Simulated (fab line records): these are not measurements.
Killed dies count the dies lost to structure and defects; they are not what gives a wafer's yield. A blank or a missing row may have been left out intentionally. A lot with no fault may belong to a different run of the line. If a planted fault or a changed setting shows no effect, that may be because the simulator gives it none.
A struck lot beside a sound one | flow sky130 | 25 out of 708 route steps
Sound: these wafers, L382.1, L382.4, L382.5. Wafers L373.1, L373.3, L373.4 were the ones struck. The cause comes at the end.
Each step with rows lists, per side, the tool, then ch with its chambers, then its first start. Under that, the readings that differ: sound wafers | struck wafers | difference of the means | sigmas: that difference in standard deviations of wafers without a fault.
alike: readings whose means differ by less than 2 such deviations, and words and numbers that are the same on both sides. not compared: withheld readings, readings that some wafer has no value for, bounds like >300 that may hide the same value, and numbers for which the record gives no deviation and whose values overlap.
A row with sigmas, a row that says differs or no value, or rows on one side alone: a step with any of these is where the two part. Numbers that have no deviation but don't overlap get no sigmas and don't part them. A reading that every wafer of one side lacks parts them only if that side has two wafers or more.

SKY_VIA2_SPUTTER_20: material TiN, target thk 20 nm, time 80 s.
  sound on pvd-sputter-02, day 41 19:08; struck on pvd-sputter-03, day 39 01:12
  alike: cathode-dc-power-W, chamber-pressure-pa, throttle-valve-pct
SKY_VIA2_CVD_21: deposits W, target thk 420 nm, time 126.4 s.
  sound on cvd-w-01 ch 0,1, day 41 19:12; struck on cvd-w-02 ch 0,1, day 39 01:16
  alike: heater-power-w
SKY_VIA2_RS_MEAS_22: uses a four-point probe to measure.
  sound on film-metro-04, day 41 19:20; struck on film-metro-02, day 39 01:23
  alike: VIA2_W_RS
SKY_VIA2_THK_MEAS_23: measures by xrf.
  sound on film-metro-04, day 41 19:27; struck on film-metro-02, day 39 01:31
  reading         | sound       | struck      | difference | sigmas
  VIA2_W_THK (nm) | 431 427 430 | 447 446 448 | +18        | +2
SKY_VIA2_CMP_24: polishes, stops on SiO2, t overpolish 20 s, target thk 0 nm.
  sound on cmp-01 ch 0,1,2, day 41 19:31; struck on cmp-01 ch 1,2,3, day 39 04:00
  alike: edge-zone-pressure-frac, motor-current-A, overpolish-run-s, retaining-ring-pressure-frac, time-to-endpoint-s
then, 1 step without rows for these wafers: SKY_METAL3_SPUTTER_00 (material Ti, target thk 15 nm, time 10 s).
SKY_METAL3_SPUTTER_01: material TiN, target thk 20 nm, time 16.7 s.
  sound on pvd-sputter-04, day 41 19:50; struck on pvd-sputter-03, day 39 04:19
  alike: cathode-dc-power-W, chamber-pressure-pa, throttle-valve-pct
then, 1 step without rows for these wafers: SKY_METAL3_SPUTTER_02 (material AlCu, target thk 735 nm, time 39.1 s).
SKY_METAL3_SPUTTER_03: material Ti, target thk 5 nm, time 3.3 s.
  sound on pvd-sputter-04, day 41 19:54; struck on pvd-sputter-03, day 39 04:23
  alike: cathode-dc-power-W, chamber-pressure-pa, throttle-valve-pct
then, 2 steps without rows for these wafers: SKY_METAL3_SPUTTER_04 (material TiN, target thk 70 nm, time 58.3 s); SKY_CAPM_CVD_00 (deposits SiO2, target thk 15.5 nm).
SKY_CAPM_THK_MEAS_01:
  sound on film-metro-04, day 41 19:59; struck on film-metro-04, day 39 04:29
  alike: CAPM_CVD_00_THK
SKY_CAPM_SPUTTER_02: material TiN, target thk 200 nm, time 166.7 s.
  sound on pvd-sputter-02, day 41 20:03; struck on pvd-sputter-01, day 39 04:33
  no value came back on the struck wafers for cathode-dc-power-W (W), chamber-pressure-pa (Pa), throttle-valve-pct (%); on the sound wafers cathode-dc-power-W (W) reads 6500.5 6499.6 6500.3
SKY_CAPM_RS_MEAS_03: uses a four-point probe to measure.
  sound on film-metro-02, day 41 20:10; struck on film-metro-02, day 39 04:40
  reading              | sound          | struck | difference                    | sigmas
  CAPM_TIN_RS (ohm/sq) | 7.01 7.01 7.01 | - - -  | no value on the struck wafers |
SKY_CAPM_THK_MEAS_04: measures by xrf.
  sound on film-metro-02, day 41 20:17; struck on film-metro-02, day 39 04:47
  reading           | sound             | struck         | difference | sigmas
  CAPM_TIN_THK (nm) | 195.9 195.8 196.4 | <0.0 <0.0 <0.0 | differs    |
then, 7 steps without rows for these wafers: SKY_CAPM_DEHYDRATE_05 (time 60 s); SKY_CAPM_HMDS_06 (prime time 60 s); SKY_CAPM_COAT_07 (resist thk 1140 nm); SKY_CAPM_SOFTBAKE_08 (time 60 s); SKY_CAPM_EXPOSE_09 (exposes mask CAPM, target cd 1000 nm); SKY_CAPM_PEB_10; SKY_CAPM_DEVELOP_11 (develop time 60 s).
SKY_CAPM_OVL_MEAS_12:
  sound on overlay-01, day 42 19:56; struck on overlay-01, day 40 04:28
  alike: CAPM_OVL
SKY_CAPM_METAL_ETCH_13: etches TiN in Cl2/BCl3, stops on SiO2, target depth 220 nm, time 62.9 s.
  sound on rie-metal-01 ch 0,1, day 42 19:58; struck on rie-metal-01 ch 0, day 40 04:31
  reading                | sound                | struck               | difference | sigmas
  oes-product-au (a.u.)  | 0.932 0.934 0.937    | 0.374 0.375 0.378    | -0.559     | -74
  throttle-valve-pct (%) | 21.889 21.897 21.902 | 22.271 22.262 22.248 | +0.364     | +36
  alike: drypump-motor-current-A
  not compared: rf-hours-counter-h
then, 1 step without rows for these wafers: SKY_CAPM_STRIP_14 (strips in O2/N2).

## WHERE THEY PART
At SKY_VIA2_THK_MEAS_23 first; at SKY_CAPM_METAL_ETCH_13 last (within this record only).

WHY: whatever the simulator had introduced
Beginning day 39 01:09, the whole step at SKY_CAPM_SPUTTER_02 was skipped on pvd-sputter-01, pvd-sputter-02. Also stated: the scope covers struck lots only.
